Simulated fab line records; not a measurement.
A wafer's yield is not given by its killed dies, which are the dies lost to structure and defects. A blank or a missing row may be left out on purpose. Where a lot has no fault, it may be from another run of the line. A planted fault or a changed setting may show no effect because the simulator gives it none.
fab line records / flow sky130
record: lots: 6 wafers: 18 last-day: 51
route steps=708 shown VT_ADJUST_PCH@153 SONOS_TUNNEL@154 PAD_OPEN@708
lots untouched by any fault: they come from a run of this same line in which no faults occurred
start-h: the number of hours between the record's first day and the start of the first shown wafer of the lot / wait-h: hours from the lot's prior step to this one / " the same as in the row above / L1.1+2: several wafers, shown together as one row / - either no value or no given start / * or withheld: withheld / < > ~ a bound
route shown NAME@n: a module of which the file shows steps, and the number in the route of the first / usual: average and standard deviation across the fault-free wafers / same: alike in all rows / chamber/n: place in a boat / sites: each site's reading / _std_site: standard deviation of those values / _edge_site: inner sites' mean taken away from outer sites' mean / radius-mm: for every site, how far away it sits from the centre of the wafer / mask NAME#n: copy n / behind: the tool/chamber that last shaped the wafer / hold: cause of the lot's hold/its duration in hours/its outcome / device: transistor that didn't switch, given as n, p or np / end of line: the route-end tests of the same wafers / a step given without rows: its recipe and nothing more / killed: not the wafer's yield, but the dies lost to structure and defects at the first sort / map: dies across one wafer; x = killed, . = not, _ = none there
set.NAME: setting as actually run; set.NAME@STEP: the setting as run at that earlier step / model.NAME: the simulator's own value behind a step, which no gauge read
a table for each step, a row for each wafer; lots at some steps of the route
services: the hour from which a tool's chamber was out of use, counted from the record's first day as start-h (under 0 if before that day), plus the number of hours and why
== steps ==
step: SKY_VT_ADJUST_PCH_TW_MEAS_10
usual: VT_ADJUST_PCH_TW: 143.8/0.55
lot.wafer=L410.2 tool=film-metro-04 chamber=- start-h=250.06 wait-h=0.1 VT_ADJUST_PCH_TW=143.5
lot.wafer=L410.3 tool=film-metro-04 chamber=- start-h=250.06 wait-h=0.1 VT_ADJUST_PCH_TW=145.0
lot.wafer=L410.6 tool=film-metro-04 chamber=- start-h=250.06 wait-h=0.1 VT_ADJUST_PCH_TW=144.7
lot.wafer=L420.1 tool=film-metro-03 chamber=- start-h=311.30 wait-h=0.1 VT_ADJUST_PCH_TW=144.1
lot.wafer=L420.4 tool=film-metro-03 chamber=- start-h=311.30 wait-h=0.1 VT_ADJUST_PCH_TW=144.2
lot.wafer=L420.5 tool=film-metro-03 chamber=- start-h=311.30 wait-h=0.1 VT_ADJUST_PCH_TW=144.4
lot.wafer=L428.2 tool=film-metro-04 chamber=- start-h=374.02 wait-h=0.1 VT_ADJUST_PCH_TW=143.2
lot.wafer=L428.3 tool=film-metro-04 chamber=- start-h=374.02 wait-h=0.1 VT_ADJUST_PCH_TW=144.4
lot.wafer=L428.4 tool=film-metro-04 chamber=- start-h=374.02 wait-h=0.1 VT_ADJUST_PCH_TW=144.5
lot.wafer=L429.2 tool=film-metro-02 chamber=- start-h=381.41 wait-h=0.1 VT_ADJUST_PCH_TW=144.0
lot.wafer=L429.5 tool=film-metro-02 chamber=- start-h=381.41 wait-h=0.1 VT_ADJUST_PCH_TW=144.1
lot.wafer=L429.6 tool=film-metro-02 chamber=- start-h=381.41 wait-h=0.1 VT_ADJUST_PCH_TW=143.5
lot.wafer=L431.3 tool=film-metro-04 chamber=- start-h=398.38 wait-h=0.1 VT_ADJUST_PCH_TW=143.5
lot.wafer=L431.4 tool=film-metro-04 chamber=- start-h=398.38 wait-h=0.1 VT_ADJUST_PCH_TW=143.2
lot.wafer=L431.6 tool=film-metro-04 chamber=- start-h=398.38 wait-h=0.1 VT_ADJUST_PCH_TW=143.9
lot.wafer=L432.1 tool=film-metro-04 chamber=- start-h=410.35 wait-h=0.1 VT_ADJUST_PCH_TW=144.2
lot.wafer=L432.2 tool=film-metro-04 chamber=- start-h=410.35 wait-h=0.1 VT_ADJUST_PCH_TW=144.2
lot.wafer=L432.3 tool=film-metro-04 chamber=- start-h=410.35 wait-h=0.1 VT_ADJUST_PCH_TW=143.3
step: SKY_SONOS_TUNNEL_DEHYDRATE_00
recipe: temp-c: 200 time-s: 60
step: SKY_SONOS_TUNNEL_HMDS_01
recipe: prime-time-s: 60 prime-temp-c: 120
step: SKY_SONOS_TUNNEL_COAT_02
recipe: resist: NOVOLAK spin-rpm: 3000 resist-thk-nm: 1140
step: SKY_SONOS_TUNNEL_SOFTBAKE_03
recipe: temp-c: 90 time-s: 60 resist: NOVOLAK
step: SKY_SONOS_TUNNEL_EXPOSE_04
recipe: mask-id: TUNM na: 0.6 source-shape: conventional sigma-outer: 0.6 polarization: unpolarized target-cd-nm: 410 dose-mj: 136
step: SKY_SONOS_TUNNEL_PEB_05
recipe: temp-c: withheld time-s: * resist: NOVOLAK
step: SKY_SONOS_TUNNEL_DEVELOP_06
recipe: resist: NOVOLAK developer: TMAH develop-time-s: 60 dev-temp-c: 23
step: SKY_SONOS_TUNNEL_CD_MEAS_07
recipe: target-cd-nm: 410
usual: cd-nm: 410.6/2.1
lot.wafer=L410.2 tool=cd-sem-02 chamber=- start-h=275.08 wait-h=0.1 cd-nm=408.2
lot.wafer=L410.3 tool=cd-sem-02 chamber=- start-h=275.08 wait-h=0.1 cd-nm=409.5
lot.wafer=L410.6 tool=cd-sem-02 chamber=- start-h=275.08 wait-h=0.1 cd-nm=409.3
lot.wafer=L420.1 tool=cd-sem-02 chamber=- start-h=336.70 wait-h=0.1 cd-nm=406.2
lot.wafer=L420.4 tool=cd-sem-02 chamber=- start-h=336.70 wait-h=0.1 cd-nm=408.1
lot.wafer=L420.5 tool=cd-sem-02 chamber=- start-h=336.70 wait-h=0.1 cd-nm=405.4
lot.wafer=L428.2 tool=cd-sem-01 chamber=- start-h=402.17 wait-h=0.1 cd-nm=409.7
lot.wafer=L428.3 tool=cd-sem-01 chamber=- start-h=402.17 wait-h=0.1 cd-nm=410.5
lot.wafer=L428.4 tool=cd-sem-01 chamber=- start-h=402.17 wait-h=0.1 cd-nm=410.6
lot.wafer=L429.2 tool=cd-sem-01 chamber=- start-h=409.73 wait-h=0.1 cd-nm=410.0
lot.wafer=L429.5 tool=cd-sem-01 chamber=- start-h=409.73 wait-h=0.1 cd-nm=408.5
lot.wafer=L429.6 tool=cd-sem-01 chamber=- start-h=409.73 wait-h=0.1 cd-nm=408.7
lot.wafer=L431.3 tool=cd-sem-01 chamber=- start-h=427.49 wait-h=0.1 cd-nm=411.5
lot.wafer=L431.4 tool=cd-sem-01 chamber=- start-h=427.49 wait-h=0.1 cd-nm=413.1
lot.wafer=L431.6 tool=cd-sem-01 chamber=- start-h=427.49 wait-h=0.1 cd-nm=409.8
lot.wafer=L432.1 tool=cd-sem-01 chamber=- start-h=440.21 wait-h=0.1 cd-nm=414.7
lot.wafer=L432.2 tool=cd-sem-01 chamber=- start-h=440.21 wait-h=0.1 cd-nm=414.6
lot.wafer=L432.3 tool=cd-sem-01 chamber=- start-h=440.21 wait-h=0.1 cd-nm=413.1
step: SKY_SONOS_TUNNEL_OVL_MEAS_08
usual: SONOS_TUNNEL_OVL: -0.1/1.4
lot.wafer=L410.2 tool=overlay-01 chamber=- start-h=275.19 wait-h=0.1 SONOS_TUNNEL_OVL[nm]=0.4
lot.wafer=L410.3 tool=overlay-01 chamber=- start-h=275.19 wait-h=0.1 SONOS_TUNNEL_OVL[nm]=2.1
lot.wafer=L410.6 tool=overlay-01 chamber=- start-h=275.19 wait-h=0.1 SONOS_TUNNEL_OVL[nm]=2.0
lot.wafer=L420.1 tool=overlay-02 chamber=- start-h=336.82 wait-h=0.1 SONOS_TUNNEL_OVL[nm]=-0.5
lot.wafer=L420.4 tool=overlay-02 chamber=- start-h=336.82 wait-h=0.1 SONOS_TUNNEL_OVL[nm]=0.2
lot.wafer=L420.5 tool=overlay-02 chamber=- start-h=336.82 wait-h=0.1 SONOS_TUNNEL_OVL[nm]=-1.1
lot.wafer=L428.2 tool=overlay-01 chamber=- start-h=402.27 wait-h=0.1 SONOS_TUNNEL_OVL[nm]=0.1
lot.wafer=L428.3 tool=overlay-01 chamber=- start-h=402.27 wait-h=0.1 SONOS_TUNNEL_OVL[nm]=0.9
lot.wafer=L428.4 tool=overlay-01 chamber=- start-h=402.27 wait-h=0.1 SONOS_TUNNEL_OVL[nm]=0.8
lot.wafer=L429.2 tool=overlay-01 chamber=- start-h=409.84 wait-h=0.1 SONOS_TUNNEL_OVL[nm]=2.6
lot.wafer=L429.5 tool=overlay-01 chamber=- start-h=409.84 wait-h=0.1 SONOS_TUNNEL_OVL[nm]=1.4
lot.wafer=L429.6 tool=overlay-01 chamber=- start-h=409.84 wait-h=0.1 SONOS_TUNNEL_OVL[nm]=-1.0
lot.wafer=L431.3 tool=overlay-01 chamber=- start-h=427.58 wait-h=0.1 SONOS_TUNNEL_OVL[nm]=-0.2
lot.wafer=L431.4 tool=overlay-01 chamber=- start-h=427.58 wait-h=0.1 SONOS_TUNNEL_OVL[nm]=0.2
lot.wafer=L431.6 tool=overlay-01 chamber=- start-h=427.58 wait-h=0.1 SONOS_TUNNEL_OVL[nm]=2.0
lot.wafer=L432.1 tool=overlay-02 chamber=- start-h=440.33 wait-h=0.1 SONOS_TUNNEL_OVL[nm]=0.7
lot.wafer=L432.2 tool=overlay-02 chamber=- start-h=440.33 wait-h=0.1 SONOS_TUNNEL_OVL[nm]=2.3
lot.wafer=L432.3 tool=overlay-02 chamber=- start-h=440.33 wait-h=0.1 SONOS_TUNNEL_OVL[nm]=0.2
step: SKY_SONOS_TUNNEL_IMPLANT_09
recipe: species: B energy-kev: 20 dose-cm2: 1e+12 tilt-deg: withheld
step: SKY_SONOS_TUNNEL_WET_ETCH_10
recipe: chemistry: dHF target-depth-nm: 14 target: SiO2 dilution: 100:1 temp-c: 25 time-s: 280
step: SKY_SONOS_TUNNEL_STRIP_11
recipe: chemistry: SPM time-s: 600 temp-c: 130
usual: bath-guard-temp-C: 130.0/0.4 bath-heat-duty-pct: 15.2/2 time-s: 600/0
lot.wafer=L410.2 tool=wet-bench-03 chamber=3 start-h=275.46 wait-h=0.0 bath-guard-temp-C=130.0 bath-heat-duty-pct=16.3 time-s=600 model.NOVOLAK_of_SONOS_TUNNEL_COAT_02.thk-nm=0
lot.wafer=L410.3 tool=wet-bench-03 chamber=3 start-h=275.46 wait-h=0.0 bath-guard-temp-C=130.1 bath-heat-duty-pct=15.9 time-s=600 model.NOVOLAK_of_SONOS_TUNNEL_COAT_02.thk-nm=0
lot.wafer=L410.6 tool=wet-bench-03 chamber=3 start-h=275.46 wait-h=0.0 bath-guard-temp-C=130.0 bath-heat-duty-pct=15.2 time-s=600 model.NOVOLAK_of_SONOS_TUNNEL_COAT_02.thk-nm=0
lot.wafer=L420.1 tool=wet-bench-01 chamber=0 start-h=337.09 wait-h=0.0 bath-guard-temp-C=130.5 bath-heat-duty-pct=13.9 time-s=600 model.NOVOLAK_of_SONOS_TUNNEL_COAT_02.thk-nm=0
lot.wafer=L420.4 tool=wet-bench-01 chamber=0 start-h=337.09 wait-h=0.0 bath-guard-temp-C=130.1 bath-heat-duty-pct=15.0 time-s=600 model.NOVOLAK_of_SONOS_TUNNEL_COAT_02.thk-nm=0
lot.wafer=L420.5 tool=wet-bench-01 chamber=0 start-h=337.09 wait-h=0.0 bath-guard-temp-C=130.5 bath-heat-duty-pct=15.6 time-s=600 model.NOVOLAK_of_SONOS_TUNNEL_COAT_02.thk-nm=0
lot.wafer=L428.2 tool=wet-bench-01 chamber=3 start-h=402.54 wait-h=0.0 bath-guard-temp-C=- bath-heat-duty-pct=- time-s=- model.NOVOLAK_of_SONOS_TUNNEL_COAT_02.thk-nm=1142
lot.wafer=L428.3 tool=wet-bench-01 chamber=3 start-h=402.54 wait-h=0.0 bath-guard-temp-C=- bath-heat-duty-pct=- time-s=- model.NOVOLAK_of_SONOS_TUNNEL_COAT_02.thk-nm=1143
lot.wafer=L428.4 tool=wet-bench-01 chamber=3 start-h=402.54 wait-h=0.0 bath-guard-temp-C=- bath-heat-duty-pct=- time-s=- model.NOVOLAK_of_SONOS_TUNNEL_COAT_02.thk-nm=1142
lot.wafer=L429.2 tool=wet-bench-01 chamber=1 start-h=410.11 wait-h=0.0 bath-guard-temp-C=- bath-heat-duty-pct=- time-s=- model.NOVOLAK_of_SONOS_TUNNEL_COAT_02.thk-nm=1145
lot.wafer=L429.5 tool=wet-bench-01 chamber=1 start-h=410.11 wait-h=0.0 bath-guard-temp-C=- bath-heat-duty-pct=- time-s=- model.NOVOLAK_of_SONOS_TUNNEL_COAT_02.thk-nm=1143
lot.wafer=L429.6 tool=wet-bench-01 chamber=1 start-h=410.11 wait-h=0.0 bath-guard-temp-C=- bath-heat-duty-pct=- time-s=- model.NOVOLAK_of_SONOS_TUNNEL_COAT_02.thk-nm=1148
lot.wafer=L431.3 tool=wet-bench-04 chamber=2 start-h=427.84 wait-h=0.0 bath-guard-temp-C=130.4 bath-heat-duty-pct=15.0 time-s=600 model.NOVOLAK_of_SONOS_TUNNEL_COAT_02.thk-nm=0
lot.wafer=L431.4 tool=wet-bench-04 chamber=2 start-h=427.84 wait-h=0.0 bath-guard-temp-C=130.5 bath-heat-duty-pct=13.5 time-s=600 model.NOVOLAK_of_SONOS_TUNNEL_COAT_02.thk-nm=0
lot.wafer=L431.6 tool=wet-bench-04 chamber=2 start-h=427.84 wait-h=0.0 bath-guard-temp-C=130.3 bath-heat-duty-pct=13.1 time-s=600 model.NOVOLAK_of_SONOS_TUNNEL_COAT_02.thk-nm=0
lot.wafer=L432.1 tool=wet-bench-01 chamber=1 start-h=440.61 wait-h=0.0 bath-guard-temp-C=130.1 bath-heat-duty-pct=13.8 time-s=600 model.NOVOLAK_of_SONOS_TUNNEL_COAT_02.thk-nm=0
lot.wafer=L432.2 tool=wet-bench-01 chamber=1 start-h=440.61 wait-h=0.0 bath-guard-temp-C=129.9 bath-heat-duty-pct=14.9 time-s=600 model.NOVOLAK_of_SONOS_TUNNEL_COAT_02.thk-nm=0
lot.wafer=L432.3 tool=wet-bench-01 chamber=1 start-h=440.61 wait-h=0.0 bath-guard-temp-C=130.0 bath-heat-duty-pct=13.7 time-s=600 model.NOVOLAK_of_SONOS_TUNNEL_COAT_02.thk-nm=0
step: SKY_SONOS_TUNNEL_TW_MEAS_12
usual: SONOS_TUNNEL_TW: 197.8/2.1
lot.wafer=L410.2 tool=film-metro-04 chamber=- start-h=275.64 wait-h=0.0 SONOS_TUNNEL_TW=199.6
lot.wafer=L410.3 tool=film-metro-04 chamber=- start-h=275.64 wait-h=0.0 SONOS_TUNNEL_TW=199.4
lot.wafer=L410.6 tool=film-metro-04 chamber=- start-h=275.64 wait-h=0.0 SONOS_TUNNEL_TW=199.4
lot.wafer=L420.1 tool=film-metro-02 chamber=- start-h=337.28 wait-h=0.0 SONOS_TUNNEL_TW=197.7
lot.wafer=L420.4 tool=film-metro-02 chamber=- start-h=337.28 wait-h=0.0 SONOS_TUNNEL_TW=199.1
lot.wafer=L420.5 tool=film-metro-02 chamber=- start-h=337.28 wait-h=0.0 SONOS_TUNNEL_TW=197.7
lot.wafer=L428.2 tool=film-metro-04 chamber=- start-h=402.72 wait-h=0.0 SONOS_TUNNEL_TW=201.1
lot.wafer=L428.3 tool=film-metro-04 chamber=- start-h=402.72 wait-h=0.0 SONOS_TUNNEL_TW=199.9
lot.wafer=L428.4 tool=film-metro-04 chamber=- start-h=402.72 wait-h=0.0 SONOS_TUNNEL_TW=200.0
lot.wafer=L429.2 tool=film-metro-02 chamber=- start-h=410.29 wait-h=0.0 SONOS_TUNNEL_TW=198.9
lot.wafer=L429.5 tool=film-metro-02 chamber=- start-h=410.29 wait-h=0.0 SONOS_TUNNEL_TW=197.5
lot.wafer=L429.6 tool=film-metro-02 chamber=- start-h=410.29 wait-h=0.0 SONOS_TUNNEL_TW=199.5
lot.wafer=L431.3 tool=film-metro-02 chamber=- start-h=428.05 wait-h=0.0 SONOS_TUNNEL_TW=198.3
lot.wafer=L431.4 tool=film-metro-02 chamber=- start-h=428.05 wait-h=0.0 SONOS_TUNNEL_TW=198.8
lot.wafer=L431.6 tool=film-metro-02 chamber=- start-h=428.05 wait-h=0.0 SONOS_TUNNEL_TW=199.3
lot.wafer=L432.1 tool=film-metro-02 chamber=- start-h=440.78 wait-h=0.0 SONOS_TUNNEL_TW=198.8
lot.wafer=L432.2 tool=film-metro-02 chamber=- start-h=440.78 wait-h=0.0 SONOS_TUNNEL_TW=198.7
lot.wafer=L432.3 tool=film-metro-02 chamber=- start-h=440.78 wait-h=0.0 SONOS_TUNNEL_TW=198.9
step: SKY_PAD_OPEN_PROBE_99
usual: killed_at_M0_to_M3: 43/6.6 killed_at_M4_up: 3.1/1.9 killed-at-contacts: 24/5.2 killed-at-front-end: 16/4.5 killed-at-other: 0.4/0.62 killed-dies: 87/9 killed-on-rim: 17/3.7 killed-open: 48/7 killed-short: 39/6.2
same: gross-dies: 492 killed-at-back-side: 0
lot.wafer=L410.2 tool=prober-02 chamber=- start-h=1103.24 wait-h=0.1 killed_at_M0_to_M3=39 killed_at_M4_up=3 killed-at-contacts=17 killed-at-front-end=18 killed-at-other=0 killed-dies=77 killed-on-rim=16 killed-open=44 killed-short=33
lot.wafer=L410.3 tool=prober-02 chamber=- start-h=1103.29 wait-h=0.2 killed_at_M0_to_M3=40 killed_at_M4_up=1 killed-at-contacts=25 killed-at-front-end=14 killed-at-other=0 killed-dies=80 killed-on-rim=14 killed-open=43 killed-short=37
lot.wafer=L410.6 tool=prober-02 chamber=- start-h=1103.44 wait-h=0.2 killed_at_M0_to_M3=34 killed_at_M4_up=7 killed-at-contacts=23 killed-at-front-end=13 killed-at-other=1 killed-dies=78 killed-on-rim=12 killed-open=35 killed-short=42
lot.wafer=L420.1 tool=prober-01 chamber=- start-h=1150.65 wait-h=0.1 killed_at_M0_to_M3=43 killed_at_M4_up=2 killed-at-contacts=25 killed-at-front-end=24 killed-at-other=0 killed-dies=94 killed-on-rim=18 killed-open=53 killed-short=41
lot.wafer=L420.4 tool=prober-01 chamber=- start-h=1150.80 wait-h=0.2 killed_at_M0_to_M3=47 killed_at_M4_up=7 killed-at-contacts=19 killed-at-front-end=13 killed-at-other=0 killed-dies=86 killed-on-rim=16 killed-open=45 killed-short=41
lot.wafer=L420.5 tool=prober-01 chamber=- start-h=1150.85 wait-h=0.2 killed_at_M0_to_M3=36 killed_at_M4_up=4 killed-at-contacts=31 killed-at-front-end=18 killed-at-other=0 killed-dies=89 killed-on-rim=15 killed-open=57 killed-short=32
lot.wafer=L428.2 tool=prober-01 chamber=- start-h=1207.18 wait-h=0.1 killed_at_M0_to_M3=31 killed_at_M4_up=4 killed-at-contacts=18 killed-at-front-end=438 killed-at-other=1 killed-dies=492 killed-on-rim=96 killed-open=35 killed-short=31
lot.wafer=L428.3 tool=prober-01 chamber=- start-h=1207.23 wait-h=0.2 killed_at_M0_to_M3=37 killed_at_M4_up=1 killed-at-contacts=11 killed-at-front-end=443 killed-at-other=0 killed-dies=492 killed-on-rim=96 killed-open=37 killed-short=25
lot.wafer=L428.4 tool=prober-01 chamber=- start-h=1207.28 wait-h=0.2 killed_at_M0_to_M3=54 killed_at_M4_up=6 killed-at-contacts=20 killed-at-front-end=412 killed-at-other=0 killed-dies=492 killed-on-rim=96 killed-open=41 killed-short=48
lot.wafer=L431.3 tool=prober-02 chamber=- start-h=1209.46 wait-h=0.2 killed_at_M0_to_M3=43 killed_at_M4_up=5 killed-at-contacts=31 killed-at-front-end=12 killed-at-other=1 killed-dies=92 killed-on-rim=19 killed-open=49 killed-short=43
lot.wafer=L431.4 tool=prober-02 chamber=- start-h=1209.51 wait-h=0.2 killed_at_M0_to_M3=50 killed_at_M4_up=4 killed-at-contacts=18 killed-at-front-end=26 killed-at-other=2 killed-dies=100 killed-on-rim=13 killed-open=51 killed-short=49
lot.wafer=L431.6 tool=prober-02 chamber=- start-h=1209.61 wait-h=0.2 killed_at_M0_to_M3=50 killed_at_M4_up=4 killed-at-contacts=18 killed-at-front-end=14 killed-at-other=0 killed-dies=86 killed-on-rim=18 killed-open=49 killed-short=37
lot.wafer=L429.2 tool=prober-02 chamber=- start-h=1213.21 wait-h=0.1 killed_at_M0_to_M3=50 killed_at_M4_up=1 killed-at-contacts=21 killed-at-front-end=419 killed-at-other=1 killed-dies=492 killed-on-rim=96 killed-open=47 killed-short=37
lot.wafer=L429.5 tool=prober-02 chamber=- start-h=1213.36 wait-h=0.2 killed_at_M0_to_M3=55 killed_at_M4_up=3 killed-at-contacts=14 killed-at-front-end=420 killed-at-other=0 killed-dies=492 killed-on-rim=96 killed-open=51 killed-short=29
lot.wafer=L429.6 tool=prober-02 chamber=- start-h=1213.41 wait-h=0.2 killed_at_M0_to_M3=49 killed_at_M4_up=5 killed-at-contacts=19 killed-at-front-end=419 killed-at-other=0 killed-dies=492 killed-on-rim=96 killed-open=36 killed-short=44
lot.wafer=L432.1 tool=prober-01 chamber=- start-h=1216.11 wait-h=0.1 killed_at_M0_to_M3=38 killed_at_M4_up=4 killed-at-contacts=27 killed-at-front-end=18 killed-at-other=1 killed-dies=88 killed-on-rim=15 killed-open=51 killed-short=37
lot.wafer=L432.2 tool=prober-01 chamber=- start-h=1216.16 wait-h=0.1 killed_at_M0_to_M3=41 killed_at_M4_up=1 killed-at-contacts=27 killed-at-front-end=11 killed-at-other=0 killed-dies=80 killed-on-rim=18 killed-open=47 killed-short=33
lot.wafer=L432.3 tool=prober-01 chamber=- start-h=1216.21 wait-h=0.2 killed_at_M0_to_M3=43 killed_at_M4_up=2 killed-at-contacts=26 killed-at-front-end=16 killed-at-other=1 killed-dies=88 killed-on-rim=13 killed-open=47 killed-short=41
killed by level:class
L410.2 LI_CONTACT:geometric-particle:open=7 VIA1:geometric-particle:open=6 POLY_GATE:geometric-particle:open=6 VIA2:geometric-particle:open=6 METAL2:geometric-particle:short=5 CONTACT:geometric-particle:open=4 FIELD_ISO:geometric-particle:open=4 VIA1:geometric-particle:short=4
L410.3 METAL1:geometric-particle:short=12 CONTACT:geometric-particle:open=11 VIA1:geometric-particle:open=10 LOCAL_INTERCONNECT:geometric-particle:short=6 VIA2:geometric-particle:open=6 VIA1:geometric-particle:short=5 POLY_GATE:geometric-particle:open=4 CONTACT:geometric-particle:short=4
L410.6 CONTACT:geometric-particle:open=9 CONTACT:geometric-particle:short=7 POLY_GATE:geometric-particle:short=6 METAL4:geometric-particle:short=5 METAL1:geometric-particle:short=5 VIA1:geometric-particle:open=5 VIA2:geometric-particle:open=5 VIA3:geometric-particle:open=5
L420.1 CONTACT:geometric-particle:open=12 VIA1:geometric-particle:open=10 POLY_GATE:geometric-particle:open=9 CONTACT:geometric-particle:short=6 VIA2:geometric-particle:open=6 VIA2:geometric-particle:short=5 VIA3:geometric-particle:open=5 METAL2:geometric-particle:short=5
L420.4 VIA1:geometric-particle:open=12 CONTACT:geometric-particle:open=8 VIA1:geometric-particle:short=6 LI_CONTACT:geometric-particle:open=5 VIA3:geometric-particle:open=5 VIA3:geometric-particle:short=5 FIELD_ISO:geometric-particle:short=4 METAL4:geometric-particle:short=4
L420.5 CONTACT:geometric-particle:open=13 VIA2:geometric-particle:open=12 LI_CONTACT:geometric-particle:open=8 FIELD_ISO:geometric-particle:open=6 VIA3:geometric-particle:open=5 METAL1:geometric-particle:short=5 POLY_GATE:geometric-particle:open=4 CONTACT:geometric-particle:short=4
L428.2 SONOS_ONO:area-oxidation=426 VIA1:geometric-particle:open=8 VIA2:geometric-particle:open=7 CONTACT:geometric-particle:open=6 METAL2:geometric-particle:short=5 LI_CONTACT:geometric-particle:open=4 POLY_GATE:geometric-particle:short=3 LOCAL_INTERCONNECT:geometric-particle:short=3
L428.3 SONOS_ONO:area-oxidation=428 VIA1:geometric-particle:open=8 VIA1:geometric-particle:short=6 VIA3:geometric-particle:open=6 POLY_GATE:geometric-particle:short=5 VIA2:geometric-particle:open=5 LI_CONTACT:geometric-particle:open=4 CONTACT:geometric-particle:open=4
L428.4 SONOS_ONO:area-oxidation=402 METAL2:geometric-particle:short=11 LI_CONTACT:geometric-particle:open=7 CONTACT:geometric-particle:open=7 VIA1:geometric-particle:short=7 VIA1:geometric-particle:open=7 VIA2:geometric-particle:open=6 METAL4:geometric-particle:short=5
L431.3 VIA1:geometric-particle:open=10 CONTACT:geometric-particle:open=9 LI_CONTACT:geometric-particle:open=8 VIA3:geometric-particle:open=7 METAL1:geometric-particle:short=6 LOCAL_INTERCONNECT:geometric-particle:short=5 CONTACT:geometric-particle:short=5 POLY_GATE:geometric-particle:open=4
L431.4 VIA1:geometric-particle:open=10 FIELD_ISO:geometric-particle:open=8 LI_CONTACT:geometric-particle:open=8 VIA3:geometric-particle:short=7 FIELD_ISO:geometric-particle:short=6 CONTACT:geometric-particle:open=6 METAL1:geometric-particle:short=6 VIA1:geometric-particle:short=6
L431.6 VIA1:geometric-particle:open=11 LI_CONTACT:geometric-particle:open=7 VIA2:geometric-particle:open=7 POLY_GATE:geometric-particle:open=6 CONTACT:geometric-particle:open=6 METAL1:geometric-particle:short=6 VIA2:geometric-particle:short=6 VIA3:geometric-particle:short=4
L429.2 SONOS_ONO:area-oxidation=408 VIA1:geometric-particle:open=16 VIA1:geometric-particle:short=11 CONTACT:geometric-particle:open=10 POLY_GATE:geometric-particle:open=5 VIA3:geometric-particle:open=5 FIELD_ISO:geometric-particle:short=4 LI_CONTACT:geometric-particle:open=4
L429.5 SONOS_ONO:area-oxidation=412 VIA1:geometric-particle:open=15 VIA3:geometric-particle:open=9 CONTACT:geometric-particle:open=8 METAL2:geometric-particle:short=8 VIA2:geometric-particle:open=8 METAL1:geometric-particle:short=5 FIELD_ISO:geometric-particle:short=4
L429.6 SONOS_ONO:area-oxidation=412 VIA2:geometric-particle:open=7 VIA3:geometric-particle:open=7 CONTACT:geometric-particle:open=6 VIA1:geometric-particle:open=6 VIA1:geometric-particle:short=6 VIA3:geometric-particle:short=5 METAL1:geometric-particle:short=5
L432.1 VIA1:geometric-particle:open=9 CONTACT:geometric-particle:open=8 LI_CONTACT:geometric-particle:open=7 VIA2:geometric-particle:open=7 FIELD_ISO:geometric-particle:open=6 LI_CONTACT:geometric-particle:short=6 POLY_GATE:geometric-particle:short=5 VIA1:geometric-particle:short=5
L432.2 LI_CONTACT:geometric-particle:short=11 VIA3:geometric-particle:open=10 CONTACT:geometric-particle:open=8 VIA2:geometric-particle:open=6 VIA1:geometric-particle:open=5 FIELD_ISO:geometric-particle:open=4 LI_CONTACT:geometric-particle:open=4 METAL1:geometric-particle:short=3
L432.3 VIA1:geometric-particle:open=11 LI_CONTACT:geometric-particle:open=8 CONTACT:geometric-particle:open=8 METAL1:geometric-particle:short=6 FIELD_ISO:geometric-particle:open=5 LI_CONTACT:geometric-particle:short=4 METAL2:geometric-particle:short=4 VIA1:geometric-particle:short=4
map L428.2 (x killed, . not)
__________xxxxxxxxxx_________
________xxxxxxxxxxxxxx_______
______xxxxxxxxxxxxxxxxxx_____
_____xxxxxxxxxxxxxxxxxxxx____
____xxxxxxxxxxxxxxxxxxxxxx___
___xxxxxxxxxxxxxxxxxxxxxxxx__
__xxxxxxxxxxxxxxxxxxxxxxxxxx_
_xxxxxxxxxxxxxxxxxxxxxxxxxxxx
_xxxxxxxxxxxxxxxxxxxxxxxxxxxx
_xxxxxxxxxxxxxxxxxxxxxxxxxxxx
_xxxxxxxxxxxxxxxxxxxxxxxxxxxx
_xxxxxxxxxxxxxxxxxxxxxxxxxxxx
_xxxxxxxxxxxxxxxxxxxxxxxxxxxx
_xxxxxxxxxxxxxxxxxxxxxxxxxxxx
_xxxxxxxxxxxxxxxxxxxxxxxxxxxx
__xxxxxxxxxxxxxxxxxxxxxxxxxx_
___xxxxxxxxxxxxxxxxxxxxxxxx__
____xxxxxxxxxxxxxxxxxxxxxx___
_____xxxxxxxxxxxxxxxxxxxx____
______xxxxxxxxxxxxxxxxxx_____
________xxxxxxxxxxxxxx_______
__________xxxxxxxxxx_________
map L429.2 (x killed, . not)
__________xxxxxxxxxx_________
________xxxxxxxxxxxxxx_______
______xxxxxxxxxxxxxxxxxx_____
_____xxxxxxxxxxxxxxxxxxxx____
____xxxxxxxxxxxxxxxxxxxxxx___
___xxxxxxxxxxxxxxxxxxxxxxxx__
__xxxxxxxxxxxxxxxxxxxxxxxxxx_
_xxxxxxxxxxxxxxxxxxxxxxxxxxxx
_xxxxxxxxxxxxxxxxxxxxxxxxxxxx
_xxxxxxxxxxxxxxxxxxxxxxxxxxxx
_xxxxxxxxxxxxxxxxxxxxxxxxxxxx
_xxxxxxxxxxxxxxxxxxxxxxxxxxxx
_xxxxxxxxxxxxxxxxxxxxxxxxxxxx
_xxxxxxxxxxxxxxxxxxxxxxxxxxxx
_xxxxxxxxxxxxxxxxxxxxxxxxxxxx
__xxxxxxxxxxxxxxxxxxxxxxxxxx_
___xxxxxxxxxxxxxxxxxxxxxxxx__
____xxxxxxxxxxxxxxxxxxxxxx___
_____xxxxxxxxxxxxxxxxxxxx____
______xxxxxxxxxxxxxxxxxx_____
________xxxxxxxxxxxxxx_______
__________xxxxxxxxxx_________
== services ==
tool=wet-bench-04 chamber=- start-h=275.78 hours=1.9 kind=pm
tool=wet-bench-03 chamber=- start-h=344.77 hours=4.1 kind=repair
tool=wet-bench-04 chamber=- start-h=357.35 hours=1.3 kind=repair
== key ==
first-sign: step: SKY_SONOS_TUNNEL_STRIP_11 reading: tool-record direction: missing
effect: step: SKY_PAD_OPEN_PROBE_99 reading: killed-at-front-end direction: up sigmas: 90 usual: 16 struck: 425
model-effect: step: SKY_SONOS_TUNNEL_STRIP_11 value: NOVOLAK_of_SONOS_TUNNEL_COAT_02.thk-nm without: 0 struck: 1144
more-kills-born-at: SKY_SONOS_ONO_OXIDATION_00@furnace-01: 2488
met-at SKY_SONOS_TUNNEL_STRIP_11
struck-wafers L428.2,L428.3,L428.4,L429.2,L429.5,L429.6
later-rows-left-out L428.2,L428.3,L428.4,L429.2,L429.5,L429.6
tester-left-out L428,L429
onset-between 337.09 402.54
fault: kind: skipped-step-whole tool: wet-bench-01 chamber: - onset-h: 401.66 steps: SKY_SONOS_TUNNEL_STRIP_11 scope: struck-lots-only
tester-left-out: of these lots the tester's yield and bins aren't shown, on N5 and GAA mostly nor the transistor test; their killed dies are dies lost to structure and defects alone, not to doping, threshold or leakage, so they don't give the yield
later-rows-left-out: the simulator's readings of these wafers behind a module that went badly wrong aren't trusted and aren't shown, but for the sort
